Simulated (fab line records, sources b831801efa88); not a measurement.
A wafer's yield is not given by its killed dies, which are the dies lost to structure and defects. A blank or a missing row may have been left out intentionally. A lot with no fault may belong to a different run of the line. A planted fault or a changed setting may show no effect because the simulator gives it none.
A struck lot beside a sound one :: flow sky130 :: 17 steps out of a route of 708
Sound: these wafers, L573.2, L573.3, L573.5. Wafers L586.1, L586.5, L586.6 were the ones struck. The cause is given at the end.
Order at every step that has rows: each side's tool, ch and its chambers, its first start. Under that, the readings that differ: sound wafers :: struck wafers :: difference of the means :: sigmas: that difference in standard deviations of wafers without a fault.
alike: readings whose means differ by less than 2 such deviations, and words and numbers that are the same on both sides. not compared: withheld readings, readings that some wafer has no value for, bounds like >300 that may hide the same value, and numbers for which the record gives no deviation and whose values overlap.
A row with sigmas, a row that says differs or no value, or rows on one side alone: a step with any of these is where the two part. When numbers do not overlap yet have no deviation, they are printed without sigmas and do not part them. A reading that every wafer of one side lacks parts them only if that side has two wafers or more.

SKY_CONTACT_BOW_MEAS_05:
  sound on film-metro-04 at day 32 15:12; struck on film-metro-03 at day 36 07:42
  alike: CONTACT_BOW
then, 8 steps without rows for these wafers: SKY_CONTACT_DEHYDRATE_06 (time 60 s); SKY_CONTACT_HMDS_07 (prime time 60 s); SKY_CONTACT_COAT_08 (resist thk 60 nm); SKY_CONTACT_COAT_09 (resist thk 450 nm); SKY_CONTACT_SOFTBAKE_10 (time 90 s); SKY_CONTACT_EXPOSE_11 (exposes mask CTM1, target cd 170 nm); SKY_CONTACT_PEB_12; SKY_CONTACT_DEVELOP_13 (develop time 60 s).
SKY_CONTACT_CD_MEAS_14 targets a cd of 170 nm.
  sound on cd-sem-01 at day 33 19:14; struck on cd-sem-02 at day 37 09:52
  alike: cd-nm
SKY_CONTACT_OVL_MEAS_15:
  sound on overlay-02 at day 33 19:20; struck on overlay-01 at day 37 09:59
  alike: CONTACT_OVL
SKY_CONTACT_ETCH_16: etches BARC in N2/H2, stops on SiO2, time 45.9 s, target depth 60 nm.
  sound on rie-diel-03 ch 0,3, day 33 19:22; struck on rie-diel-03 ch 2,3, day 37 10:01
  alike: bias-w, chamber-pressure-mTorr, drypump-motor-current-A, oes-product-au, throttle-valve-pct
  not compared: rf-hours-counter-h
SKY_CONTACT_ETCH_17: etches SiO2 in C4F8/O2/Ar, stops on Si3N4, target depth 340 nm.
  sound on rie-diel-03 ch 0,3, day 33 19:25; struck on rie-diel-03 ch 2,3, day 37 10:04
  no value came back on the struck wafers for bias-w (W), chamber-pressure-mTorr (mTorr), oes-product-au (a.u.); on the sound wafers bias-w (W) reads 1200 1200 1201
reading: model.KrF-thick_of_CONTACT_COAT_09.thk-nm (nm)
sound: 329.8 328.3 331
struck: 393.9 392.7 394.5
difference: +64.0
sigmas: 
SKY_CONTACT_ETCH_18: etches Si3N4 in CHF3/O2, stops on TiN, time 39 s, target depth 75 nm.
  sound on rie-diel-03 ch 0,3; struck on rie-diel-03 ch 2,3
reading: oes-product-au (a.u.)
sound: 0.846 0.848 0.861
struck: 0.374 0.376 0.372
difference: -0.478
sigmas: -64

reading: throttle-valve-pct (%)
sound: 8.800 8.792 8.811
struck: 8.667 8.671 8.663
difference: -0.134
sigmas: -14

reading: model.KrF-thick_of_CONTACT_COAT_09.thk-nm (nm)
sound: 247.5 244.1 248.5
struck: 307.5 306.1 310.5
difference: +61.3
sigmas: 
  alike: O2_flow_sccm, bias-w, drypump-motor-current-A
  not compared: rf-hours-counter-h
SKY_CONTACT_STRIP_19: strips in O2/N2.
  sound on plasma-asher-03 ch 0,1, day 33 19:30; struck on plasma-asher-04 ch 0,1, day 37 10:09
reading: oes-product-au (a.u.)
sound: 0.379 0.382 0.383
struck: 0.409 0.416 0.419
difference: +0.033
sigmas: +7

reading: strip-time-to-endpoint-s (s)
sound: 3.66 3.64 3.67
struck: 4.30 4.28 4.33
difference: +0.65
sigmas: +21
  alike: drypump-motor-current-A
  not compared: rf-hours-counter-h
then, 1 step without rows for these wafers: SKY_CONTACT_STRIP_20 (strips in post etch residue remover, time 1200 s).
-- the record jumps here: 13 days lie between the struck wafers' starts before and after (it left off in module CONTACT and takes up again in module PAD_OPEN, whose first step shown is number 708 of the route) --
SKY_PAD_OPEN_PROBE_99:
  sound on prober-01 at day 47 20:11; struck on prober-02 at day 50 10:34
reading: killed-at-contacts
sound: 25 20 26
struck: 434 427 432
difference: +407
sigmas: +78

reading: killed-dies
sound: 76 89 87
struck: 492 492 492
difference: +408
sigmas: +45

reading: killed-on-rim
sound: 16 18 15
struck: 96 96 96
difference: +80
sigmas: +22
  alike: killed_at_M0_to_M3, killed_at_M4_up, killed-at-front-end, killed-at-other, killed-open, killed-short

## WHERE THEY PART
At SKY_CONTACT_ETCH_17 first; at SKY_PAD_OPEN_PROBE_99 last (within this record only).

WHY: what had been put in by the simulator
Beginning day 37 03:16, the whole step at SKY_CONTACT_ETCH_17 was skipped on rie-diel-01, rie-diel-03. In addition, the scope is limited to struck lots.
